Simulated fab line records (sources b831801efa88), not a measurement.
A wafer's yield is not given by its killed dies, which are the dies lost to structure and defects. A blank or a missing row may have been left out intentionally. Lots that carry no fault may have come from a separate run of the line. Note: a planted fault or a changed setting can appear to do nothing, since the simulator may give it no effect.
Chamber matching | flow gf180mcu | rie-diel-03 running GF_HV_LDD_ETCHBACK_58: 4 sister chambers
The step etches Si3N4 in CH3F/O2, stops on SiO2, time 100 s, target depth 90 nm. 16 wafers are shown with their chamber, then 8 later ones without.

WAFERS PAIRED WITH THEIR CHAMBERS
wafer  | chamber | drypump-motor-current-A (A) | throttle-valve-pct (%) | oes-product-au (a.u.)
L922.2 | 2       | 5.1                         | 10.570                 | 0.845
L922.5 | 3       | 5.5                         | 10.562                 | 0.845
L922.6 | 2       | 5.1                         | 10.556                 | 0.841
L923.1 | 2       | 5.1                         | 10.559                 | 0.839
L923.3 | 0       | 5.4                         | 10.561                 | 0.848
L923.6 | 1       | 6.2                         | 10.570                 | 0.837
L924.2 | 2       | 5.1                         | 10.545                 | 0.839
L924.3 | 1       | 6.1                         | 10.553                 | 0.847
L924.6 | 1       | 6.1                         | 10.560                 | 0.838
L926.3 | 3       | 5.5                         | 10.555                 | 0.829
L926.4 | 0       | 5.4                         | 10.561                 | 0.834
L926.5 | 2       | 5.1                         | 10.555                 | 0.829
L931.1 | 3       | 5.5                         | 10.560                 | 0.843
L931.2 | 1       | 6.1                         | 10.561                 | 0.843
L931.3 | 2       | 5.1                         | 10.566                 | 0.840
L937.2 | 0       | 5.5                         | 10.578                 | 0.842

SIGNATURES (means of the wafers above)
reading                 | chamber 0 | chamber 1 | chamber 2 | chamber 3 | scatter within a chamber
drypump-motor-current-A | 5.433     | 6.125     | 5.100     | 5.500     | 0.0344
throttle-valve-pct      | 10.56667  | 10.56100  | 10.55850  | 10.55900  | 0.00793
oes-product-au          | 0.84133   | 0.84125   | 0.83883   | 0.83900   | 0.00617
Rule: for a wafer and a chamber, the distance is found by dividing, reading by reading, the gap between the wafer's reading and the chamber's mean by the reading's scatter, squaring, summing and taking the root. The wafer belongs to the nearest chamber; if the next one is less than 2 further off, it can't be placed. How the scatter is found: for the shown wafers, subtract from each reading the mean of its chamber, square and add these, divide the total by (wafers less chambers), then take the root.

WAFERS WITH NO CHAMBER GIVEN
wafer  | drypump-motor-current-A (A) | throttle-valve-pct (%) | oes-product-au (a.u.)
L937.3 | 6.1                         | 10.561                 | 0.839
L937.4 | 5.1                         | 10.569                 | 0.850
L939.1 | 5.5                         | 10.548                 | 0.838
L939.3 | 5.5                         | 10.551                 | 0.840
L939.4 | 5.1                         | 10.540                 | 0.833
L941.1 | 6.1                         | 10.538                 | 0.849
L941.3 | 5.5                         | 10.564                 | 0.845
L941.6 | 6.1                         | 10.559                 | 0.843

EACH ONE'S CHAMBER
wafer  | from the rows above     | in truth
L937.3 | 1                       | 1
L937.4 | 2                       | 2
L939.1 | can't be placed: 3 or 0 | 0
L939.3 | can't be placed: 3 or 0 | 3
L939.4 | 2                       | 2
L941.1 | 1                       | 1
L941.3 | can't be placed: 3 or 0 | 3
L941.6 | 1                       | 1
5 of 8 placed correctly. These rows do not allow placing 3 (true chamber among the candidates in 3). 0 placed wrongly.
